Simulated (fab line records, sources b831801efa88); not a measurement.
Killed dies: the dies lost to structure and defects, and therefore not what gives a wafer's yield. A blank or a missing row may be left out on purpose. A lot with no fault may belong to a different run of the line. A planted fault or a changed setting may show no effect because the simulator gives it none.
A struck lot beside a sound one | flow gf180mcu | 14 steps out of a route of 602
Sound: wafers L258.2, L258.3, L258.5. The struck wafers were L254.1, L254.3, L254.4. The cause is given at the end.
Order at every step that has rows: each side's tool, ch and its chambers, its first start. Under that, the readings that differ: sound wafers | struck wafers | difference of the means | sigmas: that difference in standard deviations of wafers without a fault.
alike: readings with means less than 2 such deviations apart, plus words and numbers identical on both sides. not compared: withheld readings, readings lacking a value on some wafer, bounds such as >300 that could conceal the same value, and numbers that have no deviation in the record and whose values overlap.
The two part at a step that has a row with sigmas, a row that says differs or no value, or rows on one side only. Numbers that have no deviation but don't overlap get no sigmas and don't part them. Lack of a reading on every wafer of one side parts them only where that side has two or more wafers.

GF_V1_THK_MEAS_01:
  struck on film-metro-01, day 22 23:07; sound on film-metro-01, day 24 09:46
  reading            | sound       | struck      | difference | sigmas
  V1_CVD_00_THK (nm) | 590 593 583 | 605 607 601 | +16        | +2
GF_V1_CVD_02: deposits SiO2 from TEOS, target thk 850 nm, time 94.851 s.
  sound on pecvd-02 ch 0,2, day 24 09:49; struck on pecvd-04 ch 1,2, day 22 23:10
  alike: heater-power-w
GF_V1_THK_MEAS_03:
  struck on film-metro-02, day 22 23:14; sound on film-metro-02, day 24 09:54
  alike: V1_CVD_02_THK
GF_V1_CMP_04: polishes SiO2.
  sound on cmp-01 ch 0,3, day 24 10:00; struck on cmp-02 ch 0,1,2, day 23 04:02
  alike: motor-current-A, time-to-endpoint-s
GF_V1_BOW_MEAS_05:
  struck on film-metro-01, day 23 04:17; sound on film-metro-01, day 24 10:16
  alike: V1_BOW
then, 7 steps without rows for these wafers: GF_V1_DEHYDRATE_06 (time 60 s); GF_V1_HMDS_07 (prime time 60 s); GF_V1_COAT_08; GF_V1_COAT_09 (resist thk 1000 nm); GF_V1_SOFTBAKE_10 (time 60 s); GF_V1_EXPOSE_11 (exposes mask Via1, target cd 260 nm); GF_V1_PEB_12 (peb time 90 s).
GF_V1_DEVELOP_13: develop time 60 s.
  struck on litho-track-04, day 24 02:10; sound on litho-track-02 ch 0, day 25 07:58
  no value came back on the struck wafers for chill-plate-temp-C (C), develop-time-s (s), exhaust-pa (Pa); on the sound wafers chill-plate-temp-C (C) reads 23.04 23.04 23.04
  reading                             | sound             | struck         | difference | sigmas
  model.KrF_of_V1_COAT_09.thk-nm (nm) | 986.1 985.3 986.1 | 1005 1007 1005 | +20        |
GF_V1_CD_MEAS_14: target cd 260 nm.
  struck on cd-sem-02, day 24 02:19; sound on cd-sem-01, day 25 08:07
  reading    | sound             | struck | difference                    | sigmas
  cd-nm (nm) | 258.7 259.4 259.8 | - - -  | no value on the struck wafers |

## WHERE THEY PART
First at GF_V1_THK_MEAS_01; last, within this record, at GF_V1_CD_MEAS_14.

WHY: whatever the simulator had introduced
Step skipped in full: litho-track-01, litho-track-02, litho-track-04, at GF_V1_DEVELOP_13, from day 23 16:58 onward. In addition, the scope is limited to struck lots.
